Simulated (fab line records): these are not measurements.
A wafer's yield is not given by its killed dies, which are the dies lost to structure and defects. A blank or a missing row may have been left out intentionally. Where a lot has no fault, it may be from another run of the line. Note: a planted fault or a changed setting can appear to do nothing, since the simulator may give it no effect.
fab line records + flow sfq-line
record
- lots=5
- wafers=15
- last-day=86
route steps=325 shown M5@201 A5B@209 R5@212 I5@228 C5@240 M8@325
lots with no fault: from the same line, run without faults
start-h: hours from the record's first day to the start of the lot's first wafer shown + wait-h: how many hours have passed since the lot's step before this one + " repeats the value in the row above + L1.1+2: several wafers, shown together as one row + - either no value or no given start + * or withheld: withheld + < > ~ a bound
route shown NAME@n: a module of which the file shows steps, and the number in the route of the first + usual: mean and standard deviation over wafers with no fault + same: alike in all rows + chamber/n: place in a boat + sites: readings site by site + _std_site: the values' standard deviation + _edge_site: outer sites' mean less inner sites' + radius-mm: how far each site lies from the wafer's centre + mask NAME#n: copy n + behind: tool/chamber where the wafer was last shaped + hold: why the lot was held/for how many hours/how that ended + device: the n, p or np transistor that did not switch + end of line: at the end of the route, the tests of the same wafers + a step given without rows: its recipe and nothing more + killed: at the first sort, the dies lost to defects and structure; wafer yield is something else + map: per-die view of a wafer (x killed, . not killed, _ where there is no die)
set.NAME: setting as actually run; set.NAME@STEP: the setting as run at that earlier step + model.NAME: the simulator's own value behind a step, which no gauge read
lots seen at some steps along the route; tables by step, rows by wafer
services: a tool's chamber out of use, with start hour (start-h, from the record's first day; less than 0 if before it), hours out, and reason
## steps
# step SFQ_TRILAYER_M5_LITHO_EXPOSE_124
# recipe
- mask-id=M5
- na=0.6
- source-shape=conventional
- sigma-outer=0.65
- target-cd-nm=700
- dose-mj=14.4
# step SFQ_TRILAYER_M5_LITHO_PEB_126
# recipe
- peb-temp-c=115
- peb-time-s=60
- resist=KrF
# step SFQ_TRILAYER_M5_LITHO_DEVELOP_125
# recipe
- time-s=60
- resist=KrF
# step SFQ_M5_OVL_MEAS_932
# usual
- M5_OVL=2/4.7
| lot.wafer | tool       | chamber | start-h | wait-h | M5_OVL[nm] |
|-----------|------------|---------|---------|--------|------------|
| L520.1    | overlay-01 | -       | 1406.74 | 0.1    | 3          |
| L520.5    | "          | -       | "       | "      | 2          |
| L520.6    | "          | -       | "       | "      | 5          |
| L523.2    | overlay-02 | -       | 1441.46 | 0.1    | -2         |
| L523.3    | "          | -       | "       | "      | -5         |
| L523.5    | "          | -       | "       | "      | -2         |
| L530.1    | overlay-01 | -       | 1545.37 | 0.1    | 2          |
| L530.3    | "          | -       | "       | "      | 4          |
| L530.6    | "          | -       | "       | "      | 10         |
| L537.2    | overlay-01 | -       | 1586.17 | 0.1    | 2          |
| L537.5    | "          | -       | "       | "      | -2         |
| L537.6    | "          | -       | "       | "      | 5          |
| L539.1    | overlay-02 | -       | 1596.97 | 0.1    | 7          |
| L539.2    | "          | -       | "       | "      | 8          |
| L539.3    | "          | -       | "       | "      | 10         |
# step SFQ_TRILAYER_M5_BARC_OPEN_METAL_ETCH_161
# recipe
- mask-material=PR
- chemistry=O2
- target-depth-nm=125
- target=BARC
- icp-w=600
- bias-w=80
- pressure-mtorr=10
- time-s=41.7
# step SFQ_TRILAYER_M5_ETCH_METAL_ETCH_126
# recipe
- target=Nb
- stop-on=SiO2
- mask-material=PR
- over-etch-frac=0.15
- time-s=203.2
- chemistry=Cl2/BCl3
- target-depth-nm=265
- icp-w=600
- bias-w=80
- pressure-mtorr=10
# usual
- drypump-motor-current-A=5.9/0.61
- he-backside-leak-sccm=3.5/0.36
- oes-product-au=0.729/0.0052
| lot.wafer | tool         | chamber | start-h | wait-h | drypump-motor-current-A | he-backside-leak-sccm | oes-product-au | rf-hours-counter-h |
|-----------|--------------|---------|---------|--------|-------------------------|-----------------------|----------------|--------------------|
| L520.1    | rie-metal-04 | 1       | 1406.84 | 0.0    | 5.8                     | 3.4                   | 0.722          | 54                 |
| L520.5    | "            | 0       | "       | "      | 4.8                     | 3.3                   | 0.727          | -                  |
| L520.6    | "            | 1       | "       | "      | 5.8                     | 3.4                   | 0.716          | -                  |
| L523.2    | rie-metal-03 | 0       | 1441.55 | 0.0    | 6.6                     | 3.5                   | 0.728          | 142                |
| L523.3    | "            | 0       | "       | "      | 6.6                     | 3.7                   | 0.726          | -                  |
| L523.5    | "            | 0       | "       | "      | 6.6                     | 3.7                   | 0.727          | -                  |
| L530.1    | rie-metal-02 | 0       | 1545.46 | 0.0    | 6.2                     | 3.3                   | 0.730          | 99                 |
| L530.3    | "            | 0       | "       | "      | 6.1                     | 3.3                   | 0.728          | -                  |
| L530.6    | "            | 1       | "       | "      | 5.2                     | 4.0                   | 0.732          | -                  |
| L537.2    | rie-metal-04 | 0       | 1586.26 | 0.0    | 4.8                     | 3.5                   | 0.729          | 89                 |
| L537.5    | "            | 1       | "       | "      | 5.8                     | 3.0                   | 0.733          | -                  |
| L537.6    | "            | 0       | "       | "      | 4.8                     | 3.4                   | 0.728          | -                  |
| L539.1    | rie-metal-04 | 0       | 1597.06 | 0.0    | 4.8                     | 3.4                   | 0.729          | 91                 |
| L539.2    | "            | 1       | "       | "      | 5.8                     | 3.4                   | 0.733          | 78                 |
| L539.3    | "            | 1       | "       | "      | 5.8                     | 3.3                   | 0.737          | -                  |
# step SFQ_TRILAYER_M5_STRIP_STRIP_127
# recipe
- gas=O2
- power-w=200
- platen-temp-c=40
- overash-fraction=0.65
- chemistry=O2
- pressure-mtorr=50
# step SFQ_TRILAYER_M5_STRIP_SOLV_CLEAN_128
# recipe
- chemistry=NMP
- temp-c=70
- time-s=600
# step SFQ_TRILAYER_A5B_DEP_PECVD_129
# recipe
- material=SiO2
- temp-c=150
- time-s=133.33
- pressure-torr=2.4
- rf-w=183.3
- precursor=SiH4/N2O
- target-thk-nm=600
# usual
- heater-power-w=81/11
- susceptor-temp-C=150.01/0.13
- throttle-valve-pct=24.9/1.6
| lot.wafer | tool     | chamber | start-h | wait-h | heater-power-w | susceptor-temp-C | throttle-valve-pct |
|-----------|----------|---------|---------|--------|----------------|------------------|--------------------|
| L520.1    | pecvd-03 | 2       | 1407.81 | 0.0    | 79             | 149.91           | 23.7               |
| L520.5    | "        | 0       | "       | "      | 95             | 150.00           | 21.8               |
| L520.6    | "        | 1       | "       | "      | 77             | 150.00           | 23.7               |
| L523.2    | pecvd-01 | 1       | 1442.52 | 0.0    | 71             | 150.22           | 24.0               |
| L523.3    | "        | 2       | "       | "      | 89             | 149.94           | 26.3               |
| L523.5    | "        | 0       | "       | "      | 82             | 149.86           | 23.8               |
| L530.1    | pecvd-03 | 1       | 1546.45 | 0.0    | 75             | 149.93           | 24.0               |
| L530.3    | "        | 2       | "       | "      | 88             | 150.08           | 24.2               |
| L530.6    | "        | 0       | "       | "      | 94             | 149.84           | 22.4               |
| L537.2    | pecvd-04 | 0       | 1587.23 | 0.0    | 59             | 150.01           | 28.6               |
| L537.5    | "        | 1       | "       | "      | 86             | 149.96           | 26.1               |
| L537.6    | "        | 2       | "       | "      | 76             | 150.03           | 26.0               |
| L539.1    | pecvd-04 | 0       | 1598.21 | 0.0    | 59             | 149.99           | 28.4               |
| L539.2    | "        | 1       | "       | "      | 85             | 150.15           | 26.1               |
| L539.3    | "        | 2       | "       | "      | 83             | 150.00           | 26.0               |
# step SFQ_TRILAYER_A5B_CMP_CMP_130
# recipe
- stop-on=Nb
- down-force-psi=3
- platen-rpm=60
- target-thk-nm=340.7
# step SFQ_TRILAYER_A5B_METRO_MEASURE_131
# usual
- thk-nm=338/4.2
| lot.wafer | tool          | chamber | start-h | wait-h | thk-nm |
|-----------|---------------|---------|---------|--------|--------|
| L520.1    | film-metro-03 | -       | 1411.60 | 1.0    | 334    |
| L520.5    | "             | -       | "       | "      | 338    |
| L520.6    | "             | -       | "       | "      | 338    |
| L523.2    | film-metro-04 | -       | 1445.81 | 2.2    | 333    |
| L523.3    | "             | -       | "       | "      | 341    |
| L523.5    | "             | -       | "       | "      | 337    |
| L530.1    | film-metro-04 | -       | 1565.24 | 2.5    | 337    |
| L530.3    | "             | -       | "       | "      | 339    |
| L530.6    | "             | -       | "       | "      | 338    |
| L537.2    | film-metro-01 | -       | 1595.44 | 2.2    | 335    |
| L537.5    | "             | -       | "       | "      | 333    |
| L537.6    | "             | -       | "       | "      | 336    |
| L539.1    | film-metro-01 | -       | 1601.30 | 2.0    | 341    |
| L539.2    | "             | -       | "       | "      | 344    |
| L539.3    | "             | -       | "       | "      | 342    |
# step SFQ_TRILAYER_R5_DEP_SPUTTER_132
# recipe
- material=Ti
- base-pressure-pa=1.33e-06
- target-thk-nm=5
- power-w=2000
- time-s=5
- chamber-pressure-pa=0.4
# step SFQ_TRILAYER_R5_DEP_SPUTTER_133
# recipe
- material=MoNx
- base-pressure-pa=1.33e-06
- target-thk-nm=40
- power-w=1000
- time-s=66.7
- chamber-pressure-pa=0.4
# usual
- cathode-dc-power-W=999.98/0.18
- throttle-valve-pct=29.8/1.2
| lot.wafer | tool           | chamber | start-h | wait-h | cathode-dc-power-W | throttle-valve-pct | model.MoNx_of_TRILAYER_R5_DEP_SPUTTER_133.thk-nm |
|-----------|----------------|---------|---------|--------|--------------------|--------------------|--------------------------------------------------|
| L520.1    | pvd-sputter-03 | -       | 1412.82 | 0.0    | 1000.2             | 27.8               | 39.97                                            |
| L520.5    | "              | -       | "       | "      | 999.82             | 27.7               | 40.04                                            |
| L520.6    | "              | -       | "       | "      | 999.90             | 30.0               | 39.75                                            |
| L523.2    | pvd-sputter-03 | -       | 1446.83 | 0.0    | 1000.2             | 31.4               | 39.88                                            |
| L523.3    | "              | -       | "       | "      | 999.94             | 28.0               | 40.15                                            |
| L523.5    | "              | -       | "       | "      | 1000.2             | 31.0               | 39.75                                            |
| L530.1    | pvd-sputter-03 | -       | 1566.46 | 0.0    | 1068.7             | 27.5               | 43.09                                            |
| L530.3    | "              | -       | "       | "      | 999.78             | 31.5               | 40.09                                            |
| L530.6    | "              | -       | "       | "      | 999.91             | 30.0               | 40.19                                            |
| L537.2    | pvd-sputter-04 | -       | 1596.46 | 0.0    | 1000.4             | 30.8               | 40.16                                            |
| L537.5    | "              | -       | "       | "      | 1000.0             | 28.8               | 40.01                                            |
| L537.6    | "              | -       | "       | "      | 999.92             | 30.4               | 40.35                                            |
| L539.1    | pvd-sputter-04 | -       | 1602.52 | 0.0    | 1000.1             | 29.2               | 40.14                                            |
| L539.2    | "              | -       | "       | "      | 999.87             | 30.8               | 39.91                                            |
| L539.3    | "              | -       | "       | "      | 1000.1             | 30.3               | 40.27                                            |
# step SFQ_TRILAYER_R5_DEP_SPUTTER_134
# recipe
- material=Ti
- base-pressure-pa=1.33e-06
- target-thk-nm=5
- power-w=2000
- time-s=5
- chamber-pressure-pa=0.4109
# usual
- cathode-dc-power-W=2000.0/0.34
- throttle-valve-pct=29.8/1.2
| lot.wafer | tool           | chamber | start-h | wait-h | cathode-dc-power-W | throttle-valve-pct |
|-----------|----------------|---------|---------|--------|--------------------|--------------------|
| L520.1    | pvd-sputter-03 | -       | 1412.87 | 0.0    | 1999.6             | 27.9               |
| L520.5    | "              | -       | "       | "      | 1999.9             | 27.5               |
| L520.6    | "              | -       | "       | "      | 1999.6             | 30.1               |
| L523.2    | pvd-sputter-03 | -       | 1446.89 | 0.0    | 2001.2             | 31.4               |
| L523.3    | "              | -       | "       | "      | 1999.9             | 27.5               |
| L523.5    | "              | -       | "       | "      | 2000.3             | 31.3               |
| L530.1    | pvd-sputter-03 | -       | 1566.51 | 0.0    | 2000.2             | 27.4               |
| L530.3    | "              | -       | "       | "      | 1999.3             | 31.1               |
| L530.6    | "              | -       | "       | "      | 2000.0             | 29.6               |
| L537.2    | pvd-sputter-04 | -       | 1596.51 | 0.0    | 2000.6             | 30.8               |
| L537.5    | "              | -       | "       | "      | 1999.9             | 28.8               |
| L537.6    | "              | -       | "       | "      | 1999.9             | 30.3               |
| L539.1    | pvd-sputter-04 | -       | 1602.57 | 0.0    | 1999.8             | 29.2               |
| L539.2    | "              | -       | "       | "      | 1999.6             | 30.7               |
| L539.3    | "              | -       | "       | "      | 2000.5             | 30.0               |
# step SFQ_R5_RS_MEAS_933
# recipe
- thk-meas-gauge=four-point-probe
- reads=Ti_of_TRILAYER_R5_DEP_SPUTTER_134+MoNx_of_TRILAYER_R5_DEP_SPUTTER_133+Ti_of_TRILAYER_R5_DEP_SPUTTER_132
# usual
- R5_MONX_RS=7.07/0.057
| lot.wafer | tool          | chamber | start-h | wait-h | hold                     | R5_MONX_RS[ohm/sq] |
|-----------|---------------|---------|---------|--------|--------------------------|--------------------|
| L520.1    | film-metro-04 | -       | 1412.89 | 0.0    | -                        | 7.07               |
| L520.5    | "             | -       | "       | "      | -                        | 7.08               |
| L520.6    | "             | -       | "       | "      | -                        | 7.09               |
| L523.2    | film-metro-03 | -       | 1446.92 | 0.0    | -                        | 7.06               |
| L523.3    | "             | -       | "       | "      | -                        | 7.02               |
| L523.5    | "             | -       | "       | "      | -                        | 7.08               |
| L530.1    | film-metro-02 | -       | 1566.53 | 0.0    | await-dispo/0.2h/release | 6.56               |
| L530.3    | "             | -       | "       | "      | await-dispo/0.2h/release | 7.04               |
| L530.6    | "             | -       | "       | "      | await-dispo/0.2h/release | 7.01               |
| L530.1    | film-metro-02 | -       | 1566.82 | 0.3    | -                        | 6.57               |
| L530.3    | "             | -       | "       | "      | -                        | 7.05               |
| L530.6    | "             | -       | "       | "      | -                        | 7.03               |
| L537.2    | film-metro-04 | -       | 1596.55 | 0.0    | -                        | 7.02               |
| L537.5    | "             | -       | "       | "      | -                        | 7.04               |
| L537.6    | "             | -       | "       | "      | -                        | 6.99               |
| L539.1    | film-metro-04 | -       | 1602.59 | 0.0    | -                        | 7.04               |
| L539.2    | "             | -       | "       | "      | -                        | 7.08               |
| L539.3    | "             | -       | "       | "      | -                        | 7.01               |
# step SFQ_R5_THK_MEAS_934
# recipe
- thk-meas-gauge=xrf
- reads=MoNx_of_TRILAYER_R5_DEP_SPUTTER_133
# usual
- R5_MONX_THK=39.4/0.37
| lot.wafer | tool          | chamber | start-h | wait-h | hold                     | R5_MONX_THK[nm] |
|-----------|---------------|---------|---------|--------|--------------------------|-----------------|
| L520.1    | film-metro-04 | -       | 1413.01 | 0.1    | -                        | 39.6            |
| L520.5    | "             | -       | "       | "      | -                        | 39.5            |
| L520.6    | "             | -       | "       | "      | -                        | 39.3            |
| L523.2    | film-metro-03 | -       | 1447.03 | 0.1    | -                        | 39.0            |
| L523.3    | "             | -       | "       | "      | -                        | 39.2            |
| L523.5    | "             | -       | "       | "      | -                        | 38.9            |
| L530.1    | film-metro-02 | -       | 1571.33 | 4.5    | await-dispo/0.2h/release | 42.4            |
| L530.3    | "             | -       | "       | "      | await-dispo/0.2h/release | 39.5            |
| L530.6    | "             | -       | "       | "      | await-dispo/0.2h/release | 39.8            |
| L530.1    | film-metro-02 | -       | 1571.55 | 0.2    | -                        | 42.5            |
| L530.3    | "             | -       | "       | "      | -                        | 39.6            |
| L530.6    | "             | -       | "       | "      | -                        | 39.8            |
| L537.2    | film-metro-04 | -       | 1596.66 | 0.1    | -                        | 40.0            |
| L537.5    | "             | -       | "       | "      | -                        | 39.7            |
| L537.6    | "             | -       | "       | "      | -                        | 40.0            |
| L539.1    | film-metro-04 | -       | 1602.71 | 0.1    | -                        | 39.8            |
| L539.2    | "             | -       | "       | "      | -                        | 39.4            |
| L539.3    | "             | -       | "       | "      | -                        | 40.0            |
# step SFQ_TRILAYER_R5_LITHO_COAT_136
# recipe
- resist=KrF
- spin-rpm=3000
- resist-thk-nm=600
# step SFQ_TRILAYER_R5_LITHO_SOFTBAKE_140
# recipe
- temp-c=withheld
- time-s=withheld
- resist=KrF
# step SFQ_TRILAYER_R5_LITHO_EXPOSE_137
# recipe
- mask-id=R5
- na=0.6
- source-shape=conventional
- sigma-outer=0.65
- target-cd-nm=500
- dose-mj=14.4
# step SFQ_TRILAYER_R5_LITHO_PEB_139
# recipe
- peb-temp-c=115
- peb-time-s=60
- resist=KrF
# step SFQ_TRILAYER_R5_LITHO_DEVELOP_138
# recipe
- time-s=60
- resist=KrF
# step SFQ_R5_OVL_MEAS_935
# usual
- R5_OVL=1/5.9
| lot.wafer | tool       | chamber | start-h | wait-h | R5_OVL[nm] |
|-----------|------------|---------|---------|--------|------------|
| L520.1    | overlay-01 | -       | 1417.51 | 0.1    | 10         |
| L520.5    | "          | -       | "       | "      | 12         |
| L520.6    | "          | -       | "       | "      | 14         |
| L523.2    | overlay-02 | -       | 1453.50 | 0.1    | 4          |
| L523.3    | "          | -       | "       | "      | 3          |
| L523.5    | "          | -       | "       | "      | -2         |
| L530.1    | overlay-02 | -       | 1676.29 | 0.1    | -4         |
| L530.3    | "          | -       | "       | "      | -1         |
| L530.6    | "          | -       | "       | "      | 1          |
| L537.2    | overlay-02 | -       | 1714.41 | 0.1    | 3          |
| L537.5    | "          | -       | "       | "      | 11         |
| L537.6    | "          | -       | "       | "      | 8          |
| L539.1    | overlay-01 | -       | 1721.60 | 0.1    | -11        |
| L539.2    | "          | -       | "       | "      | 2          |
| L539.3    | "          | -       | "       | "      | -10        |
# step SFQ_TRILAYER_R5_BARC_OPEN_METAL_ETCH_177
# recipe
- mask-material=PR
- chemistry=O2
- target-depth-nm=125
- target=BARC
- icp-w=621.2
- bias-w=80
- pressure-mtorr=10
- time-s=41.7
# step SFQ_TRILAYER_R5_ETCH_METAL_ETCH_139
# recipe
- stop-on=SiO2
- mask-material=PR
- chemistry=Cl2
- target-depth-nm=60
- icp-w=600
- bias-w=80
- pressure-mtorr=10
- time-s=40
# step SFQ_TRILAYER_R5_STRIP_STRIP_140
# recipe
- gas=O2
- power-w=200
- platen-temp-c=40
- overash-fraction=0.65
- chemistry=O2
- pressure-mtorr=50
# step SFQ_TRILAYER_R5_STRIP_SOLV_CLEAN_141
# recipe
- chemistry=NMP
- temp-c=70
- time-s=600
# step SFQ_TRILAYER_A5C_DEP_PECVD_142
# recipe
- material=SiO2
- temp-c=150
- time-s=15.556
- pressure-torr=2.4
- rf-w=183.3
- precursor=SiH4/N2O
- target-thk-nm=70
# usual
- heater-power-w=85/9.2
- susceptor-temp-C=150.00/0.15
- throttle-valve-pct=24.6/1.5
| lot.wafer | tool     | chamber | start-h | wait-h | heater-power-w | susceptor-temp-C | throttle-valve-pct |
|-----------|----------|---------|---------|--------|----------------|------------------|--------------------|
| L520.1    | pecvd-02 | 1       | 1418.44 | 0.0    | 79             | 149.94           | 23.3               |
| L520.5    | "        | 2       | "       | "      | 93             | 149.90           | 25.0               |
| L520.6    | "        | 1       | "       | "      | 82             | 150.14           | 23.2               |
| L523.2    | pecvd-01 | 0       | 1454.43 | 0.0    | 83             | 150.05           | 24.0               |
| L523.3    | "        | 1       | "       | "      | 89             | 149.97           | 24.0               |
| L523.5    | "        | 1       | "       | "      | 90             | 149.75           | 23.8               |
| L530.1    | pecvd-02 | 2       | 1677.22 | 0.0    | 90             | 150.16           | 26.0               |
| L530.3    | "        | 0       | "       | "      | 79             | 150.12           | 25.6               |
| L530.6    | "        | 2       | "       | "      | 91             | 150.00           | 26.3               |
| L537.2    | pecvd-01 | 2       | 1715.33 | 0.0    | 100            | 150.02           | 22.7               |
| L537.5    | "        | 1       | "       | "      | 73             | 149.98           | 23.6               |
| L537.6    | "        | 0       | "       | "      | 73             | 150.27           | 19.3               |
| L539.1    | pecvd-01 | 2       | 1722.53 | 0.0    | 103            | 149.88           | 22.6               |
| L539.2    | "        | 1       | "       | "      | 76             | 149.99           | 23.6               |
| L539.3    | "        | 0       | "       | "      | 77             | 149.95           | 19.3               |
# step SFQ_TRILAYER_I5_LITHO_COAT_149
# recipe
- resist=BARC
- spin-rpm=3000
- resist-thk-nm=62
# step SFQ_TRILAYER_I5_LITHO_COAT_144
# recipe
- resist=KrF
- spin-rpm=3000
- resist-thk-nm=650
# step SFQ_TRILAYER_I5_LITHO_SOFTBAKE_148
# recipe
- temp-c=withheld
- time-s=withheld
- resist=KrF
# step SFQ_TRILAYER_I5_LITHO_EXPOSE_145
# recipe
- mask-id=I5
- na=0.6
- source-shape=conventional
- sigma-outer=0.65
- target-cd-nm=700
- dose-mj=21.3
# step SFQ_TRILAYER_I5_LITHO_PEB_147
# recipe
- peb-temp-c=115
- peb-time-s=60
- resist=KrF
# step SFQ_TRILAYER_I5_LITHO_DEVELOP_146
# recipe
- time-s=60
- resist=KrF
# step SFQ_I5_OVL_MEAS_936
# usual
- I5_OVL=3/5
| lot.wafer | tool       | chamber | start-h | wait-h | I5_OVL[nm] |
|-----------|------------|---------|---------|--------|------------|
| L520.1    | overlay-01 | -       | 1547.77 | 0.1    | 5          |
| L520.5    | "          | -       | "       | "      | 5          |
| L520.6    | "          | -       | "       | "      | 5          |
| L523.2    | overlay-02 | -       | 1584.97 | 0.1    | -1         |
| L523.3    | "          | -       | "       | "      | 2          |
| L523.5    | "          | -       | "       | "      | -1         |
| L530.1    | overlay-01 | -       | 1690.47 | 0.1    | 6          |
| L530.3    | "          | -       | "       | "      | 3          |
| L530.6    | "          | -       | "       | "      | 2          |
| L537.2    | overlay-01 | -       | 1836.94 | 0.1    | 9          |
| L537.5    | "          | -       | "       | "      | 2          |
| L537.6    | "          | -       | "       | "      | 7          |
| L539.1    | overlay-01 | -       | 1841.73 | 0.1    | 1          |
| L539.2    | "          | -       | "       | "      | 2          |
| L539.3    | "          | -       | "       | "      | 3          |
# step SFQ_TRILAYER_I5_BARC_OPEN_VIA_ETCH_200
# recipe
- mask-material=PR
- chemistry=O2
- target-depth-nm=125
- target=BARC
- source-w=500
- bias-w=80
- pressure-mtorr=30
- time-s=41.7
# step SFQ_TRILAYER_I5_ETCH_VIA_ETCH_147
# recipe
- stop-on=Nb
- mask-material=PR
- chemistry=CHF3
- target-depth-nm=360
- source-w=500
- bias-w=80
- pressure-mtorr=30
- time-s=withheld
# step SFQ_TRILAYER_I5_STRIP_STRIP_148
# recipe
- gas=O2
- power-w=200
- platen-temp-c=40
- overash-fraction=0.65
- chemistry=O2
- pressure-mtorr=50
# step SFQ_TRILAYER_I5_STRIP_SOLV_CLEAN_149
# recipe
- chemistry=NMP
- temp-c=70
- time-s=600
# step SFQ_TRILAYER_C5_LITHO_COAT_156
# recipe
- resist=BARC
- spin-rpm=3000
- resist-thk-nm=62
# step SFQ_TRILAYER_C5_LITHO_COAT_151
# recipe
- resist=KrF
- spin-rpm=3000
- resist-thk-nm=650
# step SFQ_TRILAYER_C5_LITHO_SOFTBAKE_155
# recipe
- temp-c=withheld
- time-s=withheld
- resist=KrF
# step SFQ_M8_BOW_MEAS_951
# recipe
- mode=bow
# usual
- M8_BOW=5/11
| lot.wafer | tool          | chamber | start-h | wait-h | M8_BOW[um] | model.etest.r5.ohm-um | model.etest.c5.link-ohm | model.etest.r5.ohm-sq |
|-----------|---------------|---------|---------|--------|------------|-----------------------|-------------------------|-----------------------|
| L520.1    | film-metro-02 | -       | 1938.66 | 0.0    | 9          | 14.14                 | 8.015                   | 7.066                 |
| L520.5    | "             | -       | "       | "      | 6          | 14.13                 | 8.007                   | 7.053                 |
| L520.6    | "             | -       | "       | "      | 12         | 14.22                 | 8.062                   | 7.105                 |
| L523.2    | film-metro-04 | -       | 1954.06 | 0.0    | 19         | 14.11                 | 8.046                   | 7.08                  |
| L523.3    | "             | -       | "       | "      | 8          | 14.04                 | 7.999                   | 7.033                 |
| L523.5    | "             | -       | "       | "      | 23         | 14.1                  | 8.07                    | 7.103                 |
| L530.1    | film-metro-04 | -       | 2031.99 | 0.0    | 10         | 13.11                 | 7.506                   | 6.553                 |
| L530.3    | "             | -       | "       | "      | 11         | 14.06                 | 7.997                   | 7.043                 |
| L530.6    | "             | -       | "       | "      | 16         | 14.05                 | 7.993                   | 7.026                 |
| L537.2    | film-metro-01 | -       | 2053.00 | 0.0    | -7         | 14.04                 | 7.976                   | 7.032                 |
| L537.5    | "             | -       | "       | "      | 1          | 14.1                  | 7.995                   | 7.057                 |
| L537.6    | "             | -       | "       | "      | -8         | 13.94                 | 7.945                   | 6.998                 |
| L539.1    | film-metro-01 | -       | 2055.84 | 0.0    | 2          | 14.03                 | 7.987                   | 7.035                 |
| L539.2    | "             | -       | "       | "      | -2         | 14.13                 | 8.026                   | 7.075                 |
| L539.3    | "             | -       | "       | "      | -3         | 14                    | 7.967                   | 7.012                 |
## services
| tool           | chamber | start-h | hours | kind   |
|----------------|---------|---------|-------|--------|
| pecvd-02       | -       | 1383.29 | 5.5   | pm     |
| film-metro-04  | -       | 1405.01 | 0.5   | pm     |
| rie-metal-04   | -       | 1413.75 | 0.3   | repair |
| film-metro-04  | -       | 1420.70 | 1.6   | pm     |
| pvd-sputter-04 | -       | 1426.40 | 1.8   | repair |
| film-metro-04  | -       | 1442.14 | 2.7   | pm     |
| pecvd-01       | -       | 1443.85 | 0.5   | repair |
| pecvd-02       | -       | 1454.94 | 0.4   | repair |
| pvd-sputter-04 | -       | 1457.14 | 1.0   | repair |
| pecvd-03       | -       | 1478.47 | 4.0   | repair |
| film-metro-04  | -       | 1491.34 | 1.1   | pm     |
| pvd-sputter-03 | -       | 1496.98 | 0.6   | repair |
| pecvd-01       | -       | 1500.05 | 2.8   | pm     |
| pvd-sputter-04 | -       | 1501.35 | 4.4   | repair |
| pecvd-03       | -       | 1515.98 | 5.5   | pm     |
| rie-metal-04   | -       | 1530.47 | 1.1   | repair |
| pvd-sputter-04 | -       | 1557.57 | 5.0   | repair |
| pvd-sputter-03 | -       | 1567.12 | 2.3   | repair |
| rie-metal-04   | -       | 1641.42 | 5.4   | repair |
| pvd-sputter-03 | -       | 1663.76 | 6.7   | repair |
| pecvd-01       | -       | 1686.25 | 14.0  | pm     |
| pvd-sputter-03 | -       | 1688.00 | 2.2   | repair |
| pvd-sputter-03 | -       | 1692.42 | 1.4   | repair |
| pvd-sputter-03 | -       | 1709.41 | 2.5   | repair |
## key
first-sign
- step=SFQ_TRILAYER_R5_DEP_SPUTTER_133
- reading=cathode-dc-power-W
- direction=up
- sigmas=99+
- usual=999.98
- struck=1068.7
effect
- step=SFQ_R5_RS_MEAS_933
- reading=visit
- direction=added
effect
- step=SFQ_R5_RS_MEAS_933
- reading=R5_MONX_RS
- direction=down
- sigmas=9
- usual=7.07
- struck=6.56
effect
- step=SFQ_R5_THK_MEAS_934
- reading=visit
- direction=added
effect
- step=SFQ_R5_THK_MEAS_934
- reading=R5_MONX_THK
- direction=up
- sigmas=7.9
- usual=39.4
- struck=42.4
model-effect
- step=SFQ_TRILAYER_R5_DEP_SPUTTER_133
- value=MoNx_of_TRILAYER_R5_DEP_SPUTTER_133.thk-nm
- without=40.34
- struck=43.09
model-effect
- step=SFQ_M8_BOW_MEAS_951
- value=etest.r5.ohm-um
- without=14.01
- struck=13.11
met-at SFQ_TRILAYER_R5_DEP_SPUTTER_133
struck-wafers L530.1
onset-between 1446.83 1566.46
fault
- kind=process-parameter-drift
- tool=pvd-sputter-03
- chamber=-
- onset-h=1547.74
- steps=SFQ_TRILAYER_R5_DEP_SPUTTER_133
- channel=power-w
- offset=68.787
- shape=step
- end-h=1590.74
- acts-in=these-recipes-only
- stated=1000
- scope=struck-wafers-only
